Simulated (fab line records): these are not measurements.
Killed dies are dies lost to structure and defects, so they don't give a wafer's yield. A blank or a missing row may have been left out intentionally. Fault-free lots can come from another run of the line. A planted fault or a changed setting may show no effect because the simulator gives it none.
Which tool was responsible?    flow sky130    33 wafers from 11 lots sampled at 3 of the route's 708 steps

== WHAT EACH GAUGE READ, for each wafer ==
SKY_LDD_HVN_TW_MEAS_10. Usual: for LDD_HVN_TW the level is 1437 and the standard deviation is 15.
lot   measured      on             LDD_HVN_TW      flag
L866  day 20 08:59  film metro-04  1444 1437 1437  
L867  day 20 20:56  film metro-04  1442 1441 1444  
L868  day 21 13:04  film metro-04  1448 1448 1454  
L871  day 22 11:46  film metro-02  1428 1436 1437  
L872  day 23 12:26  film metro-04  1457 1450 1444  
L873  day 23 13:10  film metro-01  1422 1426 1422  
L874  day 23 17:44  film metro-01  1421 1432 1425  
L875  day 24 01:07  film metro-01  1888 1889 1899  OFF
L876  day 24 11:04  film metro-02  1915 1914 1918  OFF
L877  day 24 15:28  film metro-01  1891 1887 1887  OFF
L878  day 25 02:22  film metro-01  1885 1888 1889  OFF

SKY_LDD_LDN_OVL_MEAS_07. Usual: for LDD_LDN_OVL the level is -0.5 nm and the standard deviation is 1.3.
lot   measured      on          LDD_LDN_OVL (nm)  flag
L866  day 22 22:45  overlay-01  0.3 0.1 -0.9      
L867  day 23 09:33  overlay-01  0.1 -0.2 -1.2     
L868  day 24 02:35  overlay-01  -1.2 -0.9 -0.9    
L871  day 24 22:02  overlay-01  -1.5 -0.9 -0.5    
L872  day 25 22:06  overlay-01  0.2 -1.0 -0.6     
L873  day 25 23:17  overlay-01  -1.7 -1.2 -4.0    
L874  day 26 04:12  overlay-01  -0.6 -0.6 0.3     
L875  day 26 10:11  overlay-02  0.7 -0.8 2.6      
L876  day 26 20:38  overlay-02  -1.2 0.8 0.3      
L877  day 27 01:23  overlay-02  0.7 -2.4 0.5      
L878  day 27 12:03  overlay-01  -1.2 0.1 -1.8     

== WHAT TOOL EACH LOT RAN ON (gives the tool, then ch and the chambers of the sampled wafers, and finally the start) ==
lot   SKY_LDD_HVN_IMPLANT_08
L866  implanter-02 ch 0, day 20 08:45
L867  implanter-02 ch 0, day 20 20:41
L868  implanter-01 ch 0, day 21 12:49
L871  implanter-02 ch 0, day 22 11:32
L872  implanter-01 ch 0, day 23 12:11
L873  implanter-02 ch 0, day 23 12:55
L874  implanter-02 ch 0, day 23 17:29
L875  implanter-03 ch 0, day 24 00:53
L876  implanter-01 ch 0, day 24 10:49
L877  implanter-01 ch 0, day 24 15:14
L878  implanter-01 ch 0, day 25 02:08
- SKY_LDD_HVN_IMPLANT_08

== WHAT THE TOOLS THEMSELVES READ (means of the sampled wafers that have a number; where no wafer has one, the mark that the record gives instead) ==
SKY_LDD_HVN_IMPLANT_08. Usual: faraday current uA at 170, with a standard deviation of 3.3.
lot   tool          faraday current uA  flag
L866  implanter-02  172                 
L867  implanter-02  170                 
L868  implanter-01  168                 
L871  implanter-02  170                 
L872  implanter-01  167                 
L873  implanter-02  169                 
L874  implanter-02  172                 
L875  implanter-03  171                 
L876  implanter-01  168                 
L877  implanter-01  172                 
L878  implanter-01  169                 

== THE ANSWER, worked out from the rows above alone ==
Rule: a lot is off if the mean of its wafers that have a number lies more than 3 standard deviations from the usual mean. Also off: a lot with no number at a reading for which 4 or more lots have one. All remaining lots with rows at the step are treated as sound. After the gauges, taken in route order, come the tools' own readings; for these a lot's mean is taken, as printed above. The first step at which some lot is off is used, and at that step the reading that is off furthest; a lot without a number counts as furthest.
Off: L875, L876, L877, L878, seen at SKY_LDD_HVN_TW_MEAS_10 (LDD_HVN_TW).
If a tool, at a process step before that reading, ran all the lots that are off and no sound lot after the first of them, it fits. Those tools and the gauges at SKY_LDD_HVN_TW_MEAS_10 are tried in the same way. None of those tried fits.

== WHAT THE SIMULATOR HAD INSERTED ==
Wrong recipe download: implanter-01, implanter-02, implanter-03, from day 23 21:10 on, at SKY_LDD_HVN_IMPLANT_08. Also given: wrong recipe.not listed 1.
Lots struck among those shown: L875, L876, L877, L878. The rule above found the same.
